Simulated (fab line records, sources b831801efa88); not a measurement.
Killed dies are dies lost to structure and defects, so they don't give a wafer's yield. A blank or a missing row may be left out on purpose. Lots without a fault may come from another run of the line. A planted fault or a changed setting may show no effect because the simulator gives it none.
fab line records | flow sky130
record lots=5 wafers=14 last_day=50
route steps=708 shown METAL1@440 VIA1@458 VIA2@529 PAD_OPEN@708
lots that met no fault: from a run of the same line without faults
start_h: hours from the record's first day to the start of the lot's first wafer shown | wait_h: hours since the lot's step before | " the same as in the row above | L1.1+2: a row that stands for several wafers | - no value, or no start given | * or withheld: withheld | < > ~ a bound
route shown NAME@n: a module of which the file shows steps, and the number in the route of the first | usual: mean/standard deviation of fault-free wafers | same: alike in all rows | chamber/n: place in a boat | sites: the reading at each site | _std_site: their standard deviation | _edge_site: outer sites' mean less inner sites' | radius_mm: how far each site lies from the wafer's centre | mask NAME#n: copy n | behind: the tool/chamber that last shaped the wafer | hold: why the lot was held/for how many hours/how that ended | device: the transistor (n, p or np) that didn't switch | end of line: the same wafers' tests at the end of the route | a step without rows: its recipe alone | killed: dies lost to structure and defects at the first sort, not the wafer's yield | map: a wafer's dies, x killed, . not, _ none there
set.NAME: the setting as run; set.NAME@STEP: as run at that earlier step | model.NAME: the simulator's own value behind a step, which no gauge read
lots at some steps of the route; a table a step, a row a wafer
services: from which hour (start_h, from the record's first day; less than 0 if before it) a tool's chamber was out of use, for how many hours, and why
## steps
# step SKY_METAL1_THK_MEAS_06
# recipe thk_meas_gauge=xrf reads=AlCu_of_METAL1_SPUTTER_02
# usual METAL1_ALCU_THK=246.8/2.9
# columns lot.wafer tool chamber start_h wait_h METAL1_ALCU_THK[nm]
L504.2 film_metro-02 - 725.03 0.1 249.4
L504.3 " - " " 249.4
L504.6 " - " " 246.9
L513.1 film_metro-04 - 804.82 0.1 246.7
L513.4 " - " " 245.1
L513.6 " - " " 246.6
L518.1 film_metro-03 - 841.36 0.1 246.0
L518.5 " - " " 243.2
L523.3 film_metro-04 - 901.53 0.1 247.1
L523.4 " - " " 245.2
L523.5 " - " " 247.2
L527.1 film_metro-02 - 916.96 0.1 247.8
L527.3 " - " " 249.6
L527.6 " - " " 246.8
# step SKY_METAL1_DEHYDRATE_07
# recipe temp_c=200 time_s=60
# step SKY_METAL1_HMDS_08
# recipe prime_time_s=60 prime_temp_c=120
# step SKY_METAL1_COAT_09
# recipe resist=BARC temp_c=withheld time_s=withheld spin_rpm=3000 resist_thk_nm=60
# step SKY_METAL1_COAT_10
# recipe resist=KrF-thick spin_rpm=3000 resist_thk_nm=450
# step SKY_METAL1_SOFTBAKE_11
# recipe temp_c=100 time_s=90 resist=KrF-thick
# step SKY_METAL1_EXPOSE_12
# recipe mask_id=MM1 na=0.8 source_shape=annular sigma_inner=0.55 sigma_outer=0.85 target_cd_nm=140 dose_mj=28
# step SKY_METAL1_PEB_13
# recipe peb_temp_c=withheld peb_time_s=withheld resist=KrF-thick
# step SKY_METAL1_DEVELOP_14
# recipe develop_time_s=60 resist=KrF-thick dev_temp_c=21
# step SKY_METAL1_CD_MEAS_15
# recipe target_cd_nm=140
# usual cd_nm=139.7/1.6
# columns lot.wafer tool chamber start_h wait_h cd_nm
L504.2 cd_sem-02 - 752.38 - 140.3
L504.3 " - " " 143.1
L504.6 " - " " 141.1
L513.1 cd_sem-01 - 831.63 - 140.3
L513.4 " - " " 139.7
L513.6 " - " " 140.9
L518.1 cd_sem-01 - 866.77 - 138.7
L518.5 " - " " 137.5
L523.3 cd_sem-02 - 926.26 - 141.9
L523.4 " - " " 141.3
L523.5 " - " " 142.5
L527.1 cd_sem-02 - 940.98 - 139.6
L527.3 " - " " 140.1
L527.6 " - " " 140.8
# step SKY_METAL1_OVL_MEAS_16
# usual METAL1_OVL=-5/6.7
# columns lot.wafer tool chamber start_h wait_h METAL1_OVL[nm]
L504.2 overlay-02 - 752.48 0.1 -12
L504.3 " - " " -5
L504.6 " - " " -4
L513.1 overlay-01 - 831.75 0.1 -10
L513.4 " - " " -3
L513.6 " - " " -4
L518.1 overlay-01 - 866.89 0.1 -3
L518.5 " - " " 1
L523.3 overlay-02 - 926.35 0.1 -6
L523.4 " - " " -9
L523.5 " - " " -2
L527.1 overlay-02 - 941.10 0.1 2
L527.3 " - " " -2
L527.6 " - " " 4
# step SKY_METAL1_DESCUM_17
# recipe chemistry=O2 source_power_w=150 bias_power_w=0 pressure_mtorr=10 temp_c=40 time_s=8
# usual chamber_pressure_mTorr=10.001/0.0088 drypump_motor_current_A=5.9/0.57 oes_product_au=1.003/0.011
# columns lot.wafer tool chamber start_h wait_h chamber_pressure_mTorr drypump_motor_current_A oes_product_au rf_hours_counter_h
L504.2 rie_metal-03 0 752.52 0.0 9.994 5.0 1.006 -
L504.3 " 0 " " 10.011 5.0 1.004 -
L504.6 " 0 " " 10.006 5.0 1.006 -
L513.1 rie_metal-04 1 831.79 0.0 10.009 6.3 0.991 0
L513.4 " 0 " " 9.999 6.1 0.989 -
L513.6 " 0 " " 9.983 6.1 0.990 -
L518.1 rie_metal-04 1 866.92 0.0 9.998 6.3 0.988 2
L518.5 " 0 " " 9.985 6.1 0.990 -
L523.3 rie_metal-01 0 926.40 0.0 9.989 6.2 1.009 -
L523.4 " 0 " " 9.996 6.3 1.006 -
L523.5 " 0 " " 10.008 6.3 1.006 -
L527.1 rie_metal-01 0 941.14 0.0 10.016 6.3 1.011 17
L527.3 " 0 " " 9.998 6.3 1.008 -
L527.6 " 0 " " 9.997 6.3 1.014 -
# step SKY_METAL1_ETCH_18
# recipe chemistry=N2/H2 target=BARC ion_energy_ev=200 bias_w=100 pressure_mtorr=30 n2_flow_sccm=100 h2_flow_sccm=200 icp_w=500 stop_on=SiO2 time_s=45.9 target_depth_a=600
# usual chamber_pressure_mTorr=30.002/0.025 drypump_motor_current_A=5.9/0.58 h2_flow_sccm=200.0/0.63 oes_product_au=0.853/0.0047 throttle_valve_pct=13.225/0.0099
# columns lot.wafer tool chamber start_h wait_h chamber_pressure_mTorr drypump_motor_current_A h2_flow_sccm oes_product_au rf_hours_counter_h throttle_valve_pct model.KrF-thick_of_METAL1_COAT_10.thk_nm model.METAL1.cd_nm
L504.2 rie_metal-03 0 752.60 0.1 30.022 4.9 200.0 0.845 - 13.229 393 141.2
L504.3 " 0 " " 29.965 4.9 199.7 0.846 - 13.229 392.3 143.4
L504.6 " 0 " " 29.985 4.9 199.7 0.852 - 13.226 391.7 140.7
L513.1 rie_metal-04 1 831.82 0.0 30.061 6.4 200.5 0.855 0 13.238 391.4 140.5
L513.4 " 0 " " 30.008 6.1 200.0 0.852 - 13.221 390.9 140
L513.6 " 0 " " 30.034 6.1 199.7 0.848 - 13.212 390.4 140.7
L518.1 rie_metal-04 1 866.96 0.0 30.005 6.3 199.9 0.863 2 13.207 393.1 138.6
L518.5 " 0 " " 29.981 6.1 199.7 0.851 - 13.237 379.4 135
L523.3 rie_metal-01 0 926.48 0.1 30.017 6.3 199.3 0.847 - 13.209 392.8 141.3
L523.4 " 0 " " 30.006 6.3 199.8 0.866 - 13.232 393.2 140.8
L523.5 " 0 " " 30.022 6.3 199.1 0.856 - 13.220 392.7 142.1
L527.1 rie_metal-01 0 941.20 0.1 29.997 6.3 200.4 0.857 17 13.227 391.7 139.6
L527.3 " 0 " " 29.984 6.3 200.9 0.854 - 13.212 391.7 140.1
L527.6 " 0 " " 30.024 6.3 200.2 0.849 - 13.224 391.2 140.7
# step SKY_METAL1_METAL_ETCH_19
# recipe target_depth_a=3600 stop_on=SiO2 over_etch_frac=0.3 time_s=78 chemistry=Cl2/BCl3 resist_sidewall_deg=88 pressure_mtorr=10 icp_w=900 bias_w=48.5 Cl2_flow_sccm=60 bcl3_flow_sccm=30
# usual chamber_pressure_mTorr=10.000/0.012 drypump_motor_current_A=5.9/0.57 oes_product_au=0.852/0.0055 throttle_valve_pct=22.265/0.0088
# columns lot.wafer tool chamber start_h wait_h chamber_pressure_mTorr drypump_motor_current_A oes_product_au rf_hours_counter_h throttle_valve_pct model.KrF-thick_of_METAL1_COAT_10.thk_nm
L504.2 rie_metal-03 0 752.73 0.1 10.012 5.0 0.858 - 22.282 156.6
L504.3 " 0 " " 9.996 5.0 0.864 - 22.270 158.9
L504.6 " 0 " " 9.992 5.0 0.857 - 22.275 156.8
L513.1 rie_metal-04 1 831.88 0.0 10.004 6.3 0.846 0 22.252 159.8
L513.4 " 0 " " 10.006 6.1 0.850 - 22.246 158.9
L513.6 " 0 " " 10.000 6.1 0.855 - 22.263 159.4
L518.1 rie_metal-04 1 867.02 0.0 9.994 6.3 0.850 2 22.264 164.2
L518.5 " 0 " " 10.001 6.1 0.858 - 22.264 147.9
L523.3 rie_metal-01 0 926.62 0.1 9.998 6.3 0.850 - 22.258 154.2
L523.4 " 0 " " 10.003 6.3 0.853 - 22.284 153.7
L523.5 " 0 " " 10.004 6.3 0.852 - 22.274 153.1
L527.1 rie_metal-01 0 941.33 0.1 9.997 6.3 0.854 17 22.255 152.1
L527.3 " 0 " " 9.997 6.3 0.849 - 22.272 154.7
L527.6 " 0 " " 9.992 6.3 0.858 - 22.264 153.8
# step SKY_METAL1_STRIP_20
# recipe chemistry=O2/N2 power_w=1400 pressure_mtorr=1500 platen_temp_c=withheld o2_flow_sccm=3000 n2_flow_sccm=300 overash_fraction=0.5
# step SKY_METAL1_STRIP_21
# recipe chemistry=post_etch_residue_remover time_s=1200 temp_c=72.5
# step SKY_METAL1_CLEAN_22
# recipe chemistry=IPA time_s=180 temp_c=25
# step SKY_METAL1_CLEAN_23
# recipe chemistry=O3/DIW dry=n2_spin
# step SKY_VIA1_HDPCVD_00
# recipe material=SiO2 target_thk_nm=1030 sigma_open_frac=0.3 time_s=171.7 temp_c=400 sih4_flow_sccm=60 pressure_mtorr=6
# step SKY_VIA1_THK_MEAS_01
# recipe reads=SiO2_of_VIA1_HDPCVD_00
# usual VIA1_HDPCVD_THK=1031/11
# columns lot.wafer tool chamber start_h wait_h VIA1_HDPCVD_THK[nm]
L504.2 film_metro-01 - 753.60 0.1 1030
L504.3 " - " " 1023
L504.6 " - " " 1028
L513.1 film_metro-01 - 832.68 0.1 1032
L513.4 " - " " 1042
L513.6 " - " " 1046
L518.1 film_metro-01 - 867.81 0.1 1019
L518.5 " - " " 1025
L523.3 film_metro-01 - 927.47 0.1 1018
L523.4 " - " " 1015
L523.5 " - " " 1017
L527.1 film_metro-04 - 942.22 0.1 1041
L527.3 " - " " 1044
L527.6 " - " " 1044
# step SKY_VIA1_CMP_02
# recipe material=SiO2 down_force_psi=4 platen_rpm=60 pad_velocity_m_s=0.94248
# step SKY_VIA1_BOW_MEAS_03
# recipe mode=bow
# usual VIA1_BOW=78/7.7
# columns lot.wafer tool chamber start_h wait_h VIA1_BOW[um]
L504.2 film_metro-04 - 753.97 0.1 77
L504.3 " - " " 73
L504.6 " - " " 66
L513.1 film_metro-01 - 833.04 0.2 85
L513.4 " - " " 81
L513.6 " - " " 84
L518.1 film_metro-04 - 868.17 0.1 95
L518.5 " - " " 80
L523.3 film_metro-01 - 927.85 0.1 68
L523.4 " - " " 72
L523.5 " - " " 65
L527.1 film_metro-02 - 942.58 0.1 93
L527.3 " - " " 72
L527.6 " - " " 81
# step SKY_VIA1_DEHYDRATE_04
# recipe temp_c=200 time_s=60
# step SKY_VIA1_HMDS_05
# recipe prime_time_s=60 prime_temp_c=120
# step SKY_VIA1_COAT_06
# recipe resist=BARC temp_c=withheld time_s=withheld spin_rpm=3000 resist_thk_nm=60
# step SKY_VIA1_COAT_07
# recipe resist=KrF-thick spin_rpm=3000 resist_thk_nm=450
# step SKY_VIA1_SOFTBAKE_08
# recipe temp_c=100 time_s=90 resist=KrF-thick
# step SKY_VIA1_EXPOSE_09
# recipe mask_id=VIM na=0.8 source_shape=annular sigma_inner=0.55 sigma_outer=0.85 target_cd_nm=150 dose_mj=38
# step SKY_VIA1_PEB_10
# recipe peb_temp_c=withheld peb_time_s=withheld resist=KrF-thick
# step SKY_VIA1_DEVELOP_11
# recipe develop_time_s=60 resist=KrF-thick dev_temp_c=21
# step SKY_VIA1_CD_MEAS_12
# recipe target_cd_nm=150
# usual cd_nm=149.7/1.7
# columns lot.wafer tool chamber start_h wait_h cd_nm
L504.2 cd_sem-02 - 780.18 - 148.4
L504.3 " - " " 149.1
L504.6 " - " " 148.9
L513.1 cd_sem-02 - 859.96 - 147.5
L513.4 " - " " 148.7
L513.6 " - " " 148.1
L518.1 cd_sem-02 - 893.93 - 151.8
L518.5 " - " " 149.9
L523.3 cd_sem-01 - 952.17 - 149.0
L523.4 " - " " 149.5
L523.5 " - " " 148.7
L527.1 cd_sem-01 - 965.72 - 151.0
L527.3 " - " " 151.2
L527.6 " - " " 151.2
# step SKY_VIA1_OVL_MEAS_13
# usual VIA1_OVL=0/6
# columns lot.wafer tool chamber start_h wait_h VIA1_OVL[nm]
L504.2 overlay-02 - 780.28 0.1 10
L504.3 " - " " 0
L504.6 " - " " 10
L513.1 overlay-02 - 860.08 0.1 -6
L513.4 " - " " 2
L513.6 " - " " 1
L518.1 overlay-02 - 894.05 0.1 5
L518.5 " - " " 0
L523.3 overlay-02 - 952.27 0.1 5
L523.4 " - " " 1
L523.5 " - " " -3
L527.1 overlay-01 - 965.84 0.1 -3
L527.3 " - " " -7
L527.6 " - " " 1
# step SKY_VIA1_ETCH_14
# recipe chemistry=N2/H2 target=BARC ion_energy_ev=200 source_w=500 bias_w=100 pressure_mtorr=30 n2_flow_sccm=100 h2_flow_sccm=200 stop_on=SiO2 time_s=45.9 target_depth_a=600
# usual chamber_pressure_mTorr=30.003/0.027 drypump_motor_current_A=5.6/0.43 h2_flow_sccm=200.0/0.59 oes_product_au=0.854/0.0041 throttle_valve_pct=13.224/0.0088
# columns lot.wafer tool chamber start_h wait_h chamber_pressure_mTorr drypump_motor_current_A h2_flow_sccm oes_product_au rf_hours_counter_h throttle_valve_pct
L504.2 rie_diel-04 3 780.31 0.0 30.012 5.7 200.5 0.854 11 13.228
L504.3 " 1 " " 30.046 5.5 199.3 0.856 14 13.218
L504.6 " 3 " " 30.044 5.7 200.1 0.850 - 13.224
L513.1 rie_diel-03 2 860.11 0.0 29.993 5.8 200.1 0.854 14 13.216
L513.4 " 0 " " 29.984 6.3 200.0 0.855 12 13.233
L513.6 " 3 " " 30.007 5.4 199.7 0.856 - 13.227
L518.1 rie_diel-04 1 894.09 0.0 29.987 5.5 200.2 0.865 18 13.233
L518.5 " 0 " " 30.022 6.3 201.1 0.856 - 13.224
L523.3 rie_diel-04 0 952.31 0.0 30.041 6.2 198.8 0.853 - 13.222
L523.4 " 3 " " 30.021 5.7 199.8 0.854 - 13.232
L523.5 " 0 " " 29.992 6.2 200.0 0.853 - 13.214
L527.1 rie_diel-01 1 965.88 0.0 29.994 5.3 199.8 0.857 13 13.222
L527.3 " 0 " " 30.035 5.7 200.5 0.850 13 13.223
L527.6 " 1 " " 30.015 5.3 199.2 0.854 - 13.217
# step SKY_VIA1_ETCH_15
# recipe target=SiO2 chemistry=C4F8/O2/Ar target_depth_nm=351 stop_on=TiN mask_material=KrF-thick source_w=1500 bias_w=1200 pressure_mtorr=40 c4f8_flow_sccm=withheld O2_flow_sccm=6 Ar_flow_sccm=300 time_s=54
# usual chamber_pressure_mTorr=40.00/0.036 oes_product_au=0.981/0.0048
# columns lot.wafer tool chamber start_h wait_h chamber_pressure_mTorr oes_product_au rf_hours_counter_h
L504.2 rie_diel-04 3 780.35 0.0 40.00 0.985 11
L504.3 " 1 " " 39.99 0.986 14
L504.6 " 3 " " 40.04 0.981 -
L513.1 rie_diel-03 2 860.15 0.0 40.02 0.977 14
L513.4 " 0 " " 39.97 0.984 12
L513.6 " 3 " " 40.03 0.979 -
L518.1 rie_diel-04 1 894.13 0.0 39.98 0.981 18
L518.5 " 0 " " 40.02 0.983 -
L523.3 rie_diel-04 0 952.38 0.0 40.00 0.971 -
L523.4 " 3 " " 40.03 0.976 -
L523.5 " 0 " " 40.01 0.992 -
L527.1 rie_diel-01 1 965.92 0.0 40.05 0.985 13
L527.3 " 0 " " 39.98 0.989 13
L527.6 " 1 " " 39.96 0.983 -
# step SKY_VIA1_STRIP_16
# recipe chemistry=O2/N2 power_w=1400 pressure_mtorr=1500 platen_temp_c=withheld o2_flow_sccm=3000 n2_flow_sccm=300 overash_fraction=0.5
# usual chamber_pressure_mTorr=1500.3/1.4 drypump_motor_current_A=6.0/0.5 oes_product_au=0.415/0.0043 strip_time_to_endpoint_s=4.455/0.019
# columns lot.wafer tool chamber start_h wait_h chamber_pressure_mTorr drypump_motor_current_A oes_product_au rf_hours_counter_h strip_time_to_endpoint_s
L504.2 plasma_asher-02 1 780.40 0.0 1500.3 5.7 0.415 3 4.440
L504.3 " 0 " " 1500.5 5.3 0.416 - 4.450
L504.6 " 1 " " 1501.7 5.7 0.417 - 4.467
L513.1 plasma_asher-02 0 860.20 0.0 1499.5 5.3 0.414 11 4.413
L513.4 " 0 " " 1500.9 5.4 0.426 - 4.436
L513.6 " 0 " " 1497.9 5.3 0.414 - 4.464
L518.1 plasma_asher-01 0 894.18 0.0 1498.6 6.5 0.414 109 4.442
L518.5 " 1 " " 1500.6 6.6 0.414 - 4.468
L523.3 plasma_asher-01 1 952.46 0.1 1499.8 6.6 0.409 - 4.454
L523.4 " 0 " " 1500.5 6.5 0.418 - 4.424
L523.5 " 1 " " 1499.2 6.6 0.415 - 4.477
L527.1 plasma_asher-01 0 965.97 0.0 1499.6 6.5 0.414 118 4.445
L527.3 " 0 " " 1500.9 6.5 0.413 - 4.456
L527.6 " 0 " " 1500.3 6.5 0.411 - 4.455
# step SKY_VIA1_STRIP_17
# recipe chemistry=post_etch_residue_remover time_s=1200 temp_c=72.5
# step SKY_VIA1_CLEAN_18
# recipe chemistry=IPA time_s=180 temp_c=25
# step SKY_VIA1_CLEAN_19
# recipe chemistry=O3/DIW dry=n2_spin
# step SKY_VIA1_SPUTTER_20
# recipe material=TiN target_thk_nm=20 chamber_pressure_pa=5 power_w=4000 time_s=80
# step SKY_VIA1_CVD_21
# recipe material=W target_thk_nm=270 time_s=80.902 temp_c=400 pressure_torr=40
# usual heater_power_w=870/75
# columns lot.wafer tool chamber start_h wait_h heater_power_w
L504.2 cvd_w-02 0 781.09 0.0 906
L504.3 " 1 " " 786
L504.6 " 1 " " 835
L513.1 cvd_w-02 0 860.86 0.0 932
L513.4 " 1 " " 833
L513.6 " 1 " " 864
L518.1 cvd_w-01 1 894.89 0.0 911
L518.5 " 0 " " 930
L523.3 cvd_w-02 1 953.12 0.1 720
L523.4 " 0 " " 872
L523.5 " 0 " " 867
L527.1 cvd_w-02 1 966.69 0.0 690
L527.3 " 0 " " 882
L527.6 " 1 " " 724
# step SKY_VIA1_RS_MEAS_22
# recipe thk_meas_gauge=four-point-probe reads=W_of_VIA1_CVD_21+TiN_of_VIA1_SPUTTER_20
# usual VIA1_W_RS=0.429/0.0053
# columns lot.wafer tool chamber start_h wait_h VIA1_W_RS[ohm/sq]
L504.2 film_metro-01 - 781.20 0.1 0.432
L504.3 " - " " 0.435
L504.6 " - " " 0.429
L513.1 film_metro-02 - 860.95 0.1 0.431
L513.4 " - " " 0.441
L513.6 " - " " 0.434
L518.1 film_metro-04 - 894.98 0.1 0.440
L518.5 " - " " 0.431
L523.3 film_metro-04 - 953.22 0.1 0.434
L523.4 " - " " 0.433
L523.5 " - " " 0.428
L527.1 film_metro-02 - 966.78 0.1 0.437
L527.3 " - " " 0.428
L527.6 " - " " 0.430
# step SKY_VIA1_THK_MEAS_23
# recipe thk_meas_gauge=xrf reads=W_of_VIA1_CVD_21
# usual VIA1_W_THK=265/3.4
# columns lot.wafer tool chamber start_h wait_h VIA1_W_THK[nm]
L504.2 film_metro-01 - 781.31 0.1 266
L504.3 " - " " 265
L504.6 " - " " 268
L513.1 film_metro-02 - 861.07 0.1 262
L513.4 " - " " 256
L513.6 " - " " 262
L518.1 film_metro-04 - 895.10 0.1 261
L518.5 " - " " 266
L523.3 film_metro-04 - 953.32 0.1 261
L523.4 " - " " 263
L523.5 " - " " 265
L527.1 film_metro-02 - 966.90 0.1 259
L527.3 " - " " 264
L527.6 " - " " 263
# step SKY_VIA2_RS_MEAS_22
# recipe thk_meas_gauge=four-point-probe reads=W_of_VIA2_CVD_21+TiN_of_VIA2_SPUTTER_20
# usual VIA2_W_RS=0.272/0.0043
# columns lot.wafer tool chamber start_h wait_h hold VIA2_W_RS[ohm/sq]
L504.2 film_metro-01 - 837.58 0.1 - 0.274
L504.3 " - " " - 0.278
L504.6 " - " " - 0.275
L513.1 film_metro-03 - 914.78 0.1 - 0.277
L513.4 " - " " - 0.274
L513.6 " - " " - 0.276
L518.1 film_metro-03 - 947.42 0.1 await_dispo/0.2h/release 0.266
L518.5 " - " " await_dispo/0.2h/release 0.280
L518.1 film_metro-03 - 947.71 0.3 - 0.266
L518.5 " - " " - 0.280
L523.3 film_metro-03 - 1004.06 0.1 - 0.275
L523.4 " - " " - 0.273
L523.5 " - " " - 0.271
L527.1 film_metro-03 - 1016.41 0.1 - 0.264
L527.3 " - " " - 0.272
L527.6 " - " " - 0.271
# step SKY_VIA2_THK_MEAS_23
# recipe thk_meas_gauge=xrf reads=W_of_VIA2_CVD_21
# usual VIA2_W_THK=413/7.2
# columns lot.wafer tool chamber start_h wait_h hold VIA2_W_THK[nm]
L504.2 film_metro-01 - 837.69 0.1 - 408
L504.3 " - " " - 401
L504.6 " - " " - 402
L513.1 film_metro-03 - 914.90 0.1 - 406
L513.4 " - " " - 412
L513.6 " - " " - 406
L518.1 film_metro-03 - 950.20 2.5 await_dispo/0.2h/release 426
L518.5 " - " " await_dispo/0.2h/release 407
L518.1 film_metro-03 - 950.55 0.3 - 426
L518.5 " - " " - 405
L523.3 film_metro-03 - 1004.16 0.1 - 412
L523.4 " - " " - 413
L523.5 " - " " - 413
L527.1 film_metro-03 - 1016.53 0.1 - 427
L527.3 " - " " - 420
L527.6 " - " " - 417
# step SKY_PAD_OPEN_PROBE_99
# usual defect_limited_yield=82.4/1.8 killed_at_M0_to_M3=45/6.8 killed_at_M4_up=3.2/1.6 killed_at_contacts=24/5.1 killed_at_front_end=14/4.4 killed_at_other=0.4/0.65 killed_dies=87/8.8 killed_open=47/7.2 killed_short=39/6.1 sort_bin_3_pad_short=0.9/0.38 sort_bin_5_function=10.4/1.5 sort_bin_6_memory=6.4/1.1 sort_n_pass=405/8.8 sort_yield_pct=82.4/1.8
# same gross_dies=492 killed_at_back_side=0 sort_bin_4_leakage[%]=0 sort_bin_8_speed[%]=0
# columns lot.wafer tool chamber start_h wait_h defect_limited_yield[%] killed_at_M0_to_M3 killed_at_M4_up killed_at_contacts killed_at_front_end killed_at_other killed_dies killed_open killed_short sort_bin_3_pad_short[%] sort_bin_5_function[%] sort_bin_6_memory[%] sort_n_pass sort_yield_pct[%]
L504.2 prober-01 - 1063.84 0.1 83.7 43 1 23 13 0 80 47 33 1.4 10.2 4.7 412 83.7
L504.3 prober-01 - 1063.89 0.2 80.5 40 4 34 18 0 96 50 46 0.6 10.4 8.5 396 80.5
L504.6 prober-01 - 1064.04 0.2 84.1 43 3 18 14 0 78 47 31 1.0 8.7 6.1 414 84.1
L518.1 prober-02 - 1153.58 0.1 82.7 42 2 21 20 0 85 43 42 1.0 9.6 6.7 407 82.7
L523.3 prober-01 - 1193.57 0.2 84.3 41 3 20 13 0 77 39 38 0.2 8.9 6.5 415 84.3
L523.4 prober-01 - 1193.62 0.2 82.1 49 2 20 17 0 88 44 44 0.8 11.0 6.1 404 82.1
L523.5 prober-01 - 1193.67 0.2 79.1 55 3 30 15 0 103 51 52 1.0 12.6 7.3 389 79.1
# killed by level:class
L504.2 VIA1:geometric_particle:open=11 CONTACT:geometric_particle:open=9 VIA1:geometric_particle:short=9 VIA3:geometric_particle:open=8 LI_CONTACT:geometric_particle:open=6 METAL1:geometric_particle:short=6 VIA2:geometric_particle:open=5 POLY_GATE:geometric_particle:open=4
L504.3 VIA1:geometric_particle:open=12 LI_CONTACT:geometric_particle:open=11 CONTACT:geometric_particle:open=10 CONTACT:geometric_particle:short=8 POLY_GATE:geometric_particle:open=6 POLY_GATE:geometric_particle:short=6 VIA1:geometric_particle:short=5 VIA3:geometric_particle:short=5
L504.6 VIA1:geometric_particle:open=8 LI_CONTACT:geometric_particle:open=7 VIA3:geometric_particle:open=7 CONTACT:geometric_particle:open=6 VIA1:geometric_particle:short=5 METAL1:geometric_particle:short=5 VIA2:geometric_particle:open=5 POLY_GATE:geometric_particle:open=4
L518.1 VIA1:geometric_particle:open=11 VIA1:geometric_particle:short=8 CONTACT:geometric_particle:open=7 LI_CONTACT:geometric_particle:open=6 FIELD_ISO:geometric_particle:open=5 FIELD_ISO:geometric_particle:short=4 POLY_GATE:geometric_particle:short=4 LOCAL_INTERCONNECT:geometric_particle:short=4
L523.3 LI_CONTACT:geometric_particle:open=7 CONTACT:geometric_particle:open=7 VIA1:geometric_particle:open=7 VIA1:geometric_particle:short=6 VIA3:geometric_particle:short=6 FIELD_ISO:geometric_particle:open=5 VIA2:geometric_particle:open=5 METAL1:geometric_particle:short=5
L523.4 VIA1:geometric_particle:open=10 VIA2:geometric_particle:open=6 METAL1:geometric_particle:short=6 VIA3:geometric_particle:open=6 POLY_GATE:geometric_particle:open=5 LI_CONTACT:geometric_particle:open=5 CONTACT:geometric_particle:open=5 FIELD_ISO:geometric_particle:short=4
L523.5 VIA2:geometric_particle:open=12 LOCAL_INTERCONNECT:geometric_particle:short=8 METAL1:geometric_particle:short=8 VIA1:geometric_particle:open=8 FIELD_ISO:geometric_particle:short=7 CONTACT:geometric_particle:short=7 METAL3:geometric_particle:short=7 CONTACT:geometric_particle:open=7
## services
# columns tool chamber start_h hours kind
rie_diel-03 - 731.83 0.1 repair
plasma_asher-02 - 733.75 9.0 pm
rie_diel-04 1 739.51 1.7 repair
rie_diel-01 - 749.33 14.6 pm
rie_diel-04 1 752.53 7.6 repair
rie_metal-04 - 762.89 2.8 pm
rie_metal-01 0 769.01 2.5 repair
rie_metal-01 - 797.92 2.1 repair
plasma_asher-02 - 821.24 12.2 pm
rie_metal-03 0 822.57 13.1 repair
rie_diel-03 1 843.60 13.1 repair
rie_metal-03 0 843.74 5.0 repair
rie_diel-04 3 849.32 2.4 repair
rie_metal-03 - 856.31 2.8 pm
plasma_asher-01 - 858.36 3.5 repair
rie_metal-01 - 864.28 18.1 repair
rie_metal-01 1 873.02 81.6 repair
rie_diel-03 - 898.55 4.2 repair
cvd_w-02 - 904.00 14.0 pm
rie_metal-04 - 913.56 0.7 repair
rie_diel-01 2 932.44 14.3 repair
rie_diel-01 3 940.84 6.3 repair
rie_diel-04 2 943.46 29.7 repair
rie_diel-04 1 947.01 8.4 repair
## key
first_sign none at tools or gauges
model_effect step=SKY_METAL1_ETCH_18 value=KrF-thick_of_METAL1_COAT_10.thk_nm without=392.4 struck=379.4
model_effect step=SKY_METAL1_METAL_ETCH_19 value=KrF-thick_of_METAL1_COAT_10.thk_nm without=161 struck=147.9
met_at SKY_METAL1_ETCH_18
struck_wafers L518.5
onset_between 831.82 866.96
fault kind=process_parameter_drift tool=rie_metal-04 chamber=- onset_h=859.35 steps=SKY_METAL1_ETCH_18 channel=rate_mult offset=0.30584 shape=step end_h=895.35 scope=struck_wafers_only
